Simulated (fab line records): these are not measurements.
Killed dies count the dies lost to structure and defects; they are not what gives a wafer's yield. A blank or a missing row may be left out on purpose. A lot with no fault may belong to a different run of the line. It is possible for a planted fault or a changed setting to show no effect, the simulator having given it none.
Chamber matching | flow sky130 | rie_si-01 running SKY_POLY_GATE_ETCH_17: 4 sister chambers
The step etches poly-Si in HBr/Cl2, stops on SiO2, target depth 180 nm, time 70.5 s. 18 wafers are shown with their chamber, then 9 later ones without.

== EACH WAFER AND ITS CHAMBER ==
wafer  | chamber | throttle_valve_pct (%) | oes_product_au (a.u.) | rf_fwd_power_W (W)
L267.1 | 3       | 33.674                 | 0.992                 | 396.9
L267.3 | 1       | 33.686                 | 0.999                 | 397.8
L267.4 | 2       | 33.684                 | 0.976                 | 396.3
L269.1 | 1       | 33.684                 | 0.982                 | 397.3
L269.2 | 0       | 33.690                 | 0.969                 | 395.4
L269.4 | 3       | 33.683                 | 0.982                 | 399.2
L271.1 | 0       | 33.696                 | 0.982                 | 398.1
L271.3 | 2       | 33.679                 | 0.985                 | 396.3
L271.6 | 2       | 33.680                 | 0.983                 | 397.0
L272.3 | 2       | 33.672                 | 0.982                 | 397.5
L272.5 | 0       | 33.685                 | 0.984                 | 394.9
L272.6 | 3       | 33.684                 | 0.989                 | 397.6
L275.2 | 3       | 33.685                 | 0.993                 | 397.0
L275.5 | 0       | 33.689                 | 0.978                 | 395.3
L275.6 | 1       | 33.669                 | 0.992                 | 398.5
L279.1 | 0       | 33.691                 | 0.962                 | 399.4
L279.4 | 1       | 33.674                 | 0.974                 | 399.2
L279.5 | 2       | 33.667                 | 0.983                 | 397.7

SIGNATURES (averages over the wafers above)
reading            | chamber 0 | chamber 1 | chamber 2 | chamber 3 | scatter within a chamber
throttle_valve_pct | 33.69020  | 33.67825  | 33.67640  | 33.68150  | 0.0061
oes_product_au     | 0.97500   | 0.98675   | 0.98180   | 0.98900   | 0.00769
rf_fwd_power_W     | 396.620   | 398.200   | 396.960   | 397.675   | 1.29
Rule: a wafer lies at a distance from a chamber equal to the root of the sum of squares, over the readings, of (its reading less the chamber's mean, divided by the reading's scatter). The wafer belongs to the nearest chamber; if the next one is less than 2 further off, it can't be placed. The scatter: the root of (the sum of the squares of (reading less its chamber's mean) over the shown wafers, divided by (wafers less chambers)).

== WAFERS MISSING THEIR CHAMBER ==
wafer  | throttle_valve_pct (%) | oes_product_au (a.u.) | rf_fwd_power_W (W)
L284.1 | 33.690                 | 0.977                 | 398.1
L284.3 | 33.687                 | 0.985                 | 396.2
L284.6 | 33.692                 | 0.992                 | 396.7
L286.2 | 33.683                 | 0.982                 | 397.8
L286.3 | 33.672                 | 0.986                 | 396.5
L286.4 | 33.689                 | 0.982                 | 397.9
L290.1 | 33.695                 | 0.994                 | 396.1
L290.3 | 33.695                 | 0.987                 | 395.7
L290.4 | 33.682                 | 0.997                 | 397.9

== WHICH CHAMBER EACH ONE RAN IN ==
wafer  | from the rows above               | in truth
L284.1 | can't be placed: 0 or 3 or 1 or 2 | 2
L284.3 | can't be placed: 0 or 3 or 2 or 1 | 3
L284.6 | can't be placed: 3 or 0 or 1 or 2 | 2
L286.2 | can't be placed: 3 or 1 or 2 or 0 | 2
L286.3 | can't be placed: 2 or 1 or 3      | 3
L286.4 | can't be placed: 0 or 3 or 1 or 2 | 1
L290.1 | can't be placed: 3 or 0 or 1 or 2 | 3
L290.3 | can't be placed: 0 or 3 or 2 or 1 | 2
L290.4 | can't be placed: 3 or 1 or 2      | 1
Correctly placed: 0 of 9. Unplaceable from these rows: 9, with the true chamber sitting among the candidates in 9. Wrongly placed: 0.
